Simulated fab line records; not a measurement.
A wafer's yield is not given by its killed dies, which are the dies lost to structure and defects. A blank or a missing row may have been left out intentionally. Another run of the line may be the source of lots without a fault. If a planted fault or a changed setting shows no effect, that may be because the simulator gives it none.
A lot that was struck, set against a sound lot + flow sky130 + 15 steps out of a route of 708
Sound: the wafers L386.1, L386.4, L386.6. Struck: wafer L399.6; the same lot's L399.3 was not struck, so it is left out; see the end for the cause.
Each step with rows lists, per side, the tool, then ch with its chambers, then its first start. Under that, the readings that differ: sound wafers + struck wafers + difference of the means + sigmas: that difference in standard deviations of wafers without a fault.
alike: same words and numbers on both sides, and readings whose means sit less than 2 such deviations apart. not compared: any withheld reading, any reading some wafer has no value for, any bound like >300 that may hide the same value, and any number with overlapping values for which the record gives no deviation.
A row with sigmas, a row that says differs or no value, or rows on one side alone: a step with any of these is where the two part. Non-overlapping numbers with no deviation appear without sigmas and do not part them. A reading missing from all wafers of one side parts the sides only when that side holds two or more wafers.

SKY_VIA3_CD_MEAS_12: the cd target is 200 nm.
  sound: cd-sem-01 at day 39 22:47; struck: cd-sem-01 at day 43 13:41
  alike: cd-nm
SKY_VIA3_OVL_MEAS_13:
  sound: overlay-01 at day 39 22:54; struck: overlay-02 at day 43 13:46
  alike: VIA3_OVL
SKY_VIA3_ETCH_14: etches BARC in N2/H2, stops on SiO2, time 45.9 s, target depth 60 nm.
  sound on rie-diel-03 ch 0,1, day 39 22:56; struck on rie-diel-04 ch 0, day 43 13:47
  alike: drypump-motor-current-A, oes-product-au, throttle-valve-pct
  not compared: rf-hours-counter-h
SKY_VIA3_ETCH_15: etches SiO2 in C4F8/O2/Ar, stops on TiN, target depth 507 nm, time 78 s.
  sound on rie-diel-03 ch 0,1, day 39 22:58; struck on rie-diel-04 ch 0, day 43 13:50
  alike: oes-product-au
  not compared: rf-hours-counter-h
SKY_VIA3_STRIP_16: strips in O2/N2.
  sound on plasma-asher-04 ch 0,1, day 39 23:02; struck on plasma-asher-04 ch 0, day 43 13:56
  alike: drypump-motor-current-A, oes-product-au, strip-time-to-endpoint-s
  not compared: rf-hours-counter-h
then, 4 steps without rows for these wafers: SKY_VIA3_STRIP_17 (strips in post etch residue remover, time 1200 s); SKY_VIA3_CLEAN_18 (cleans in IPA, time 180 s); SKY_VIA3_CLEAN_19 (cleans in O3/DIW); SKY_VIA3_SPUTTER_20 (material TiN, target thk 20 nm, time 80 s).
SKY_VIA3_CVD_21: deposits W, target thk 390 nm, time 117.31 s.
  sound on cvd-w-01 ch 0,1, day 39 23:45; struck on cvd-w-02 ch 0, day 43 14:35
  alike: chamber-pressure-Torr, heater-power-outer-w, heater-power-w
SKY_VIA3_RS_MEAS_22: measurement is done with a four-point probe.
  sound: film-metro-04 at day 39 23:52; struck: film-metro-02 at day 43 14:43
  alike: VIA3_W_RS
SKY_VIA3_THK_MEAS_23: measures by xrf.
  sound: film-metro-04 at day 39 23:59; struck: film-metro-02 at day 43 14:49
  alike: VIA3_W_THK
SKY_VIA3_CMP_24: polishes, stops on SiO2, t overpolish 20 s, target thk 0 nm.
  sound on cmp-01 ch 1,2,3, day 40 00:06; struck on cmp-01 ch 0, day 43 14:57
| reading                | sound                | struck | difference | sigmas      |
|------------------------|----------------------|--------|------------|-------------|
| overpolish-run-s (s)   | 20.004 20.009 19.987 | 0.031  | -19.969    | -99 or more |
| time-to-endpoint-s (s) | 96 95 100            | 149    | +52        | +15         |
  alike: motor-current-A, slurry-filter-dp-kPa
SKY_METAL4_SPUTTER_00: material Ti, target thk 15 nm, time 10 s.
  rows exist in the record for the sound wafers here (pvd-sputter-02, day 40 00:21), none for the struck ones
-- the record jumps here: 5 days lie between the struck wafers' starts before and after (it left off in module METAL4 and takes up again in module PAD_OPEN, whose first step shown is number 708 of the route) --
SKY_PAD_OPEN_PROBE_99:
  sound: prober-02 at day 45 23:26; struck: prober-01 at day 49 01:43
| reading                  | sound          | struck | difference | sigmas      |
|--------------------------|----------------|--------|------------|-------------|
| defect-limited-yield (%) | 83.3 82.5 86.0 | 0      | -84        | -42         |
| killed_at_M0_to_M3       | 38 38 28       | 438    | +403       | +55         |
| killed-dies              | 82 86 69       | 492    | +413       | +42         |
| killed-on-rim            | 16 14 10       | 96     | +83        | +22         |
| sort_bin_3_pad_short (%) | 1.2 0.6 0.8    | 82.1   | +81.2      | +99 or more |
| sort_bin_6_memory (%)    | 4.9 6.7 6.1    | 8.3    | +2.4       | +2          |
| sort-n-pass              | 410 406 423    | 0      | -413       | -42         |
| sort-yield-pct (%)       | 83.3 82.5 86.0 | 0      | -84        | -42         |
  alike: killed_at_M4_up, killed-at-contacts, killed-at-front-end, killed-at-other, killed-open, killed-short, sort_bin_5_function

## WHERE THEY PART
Earliest at SKY_VIA3_CMP_24; latest, in this record, at SKY_PAD_OPEN_PROBE_99.

WHY: the cause the simulator had injected
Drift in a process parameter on cmp-01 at SKY_VIA3_CMP_24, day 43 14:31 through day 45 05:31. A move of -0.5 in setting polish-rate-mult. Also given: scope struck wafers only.
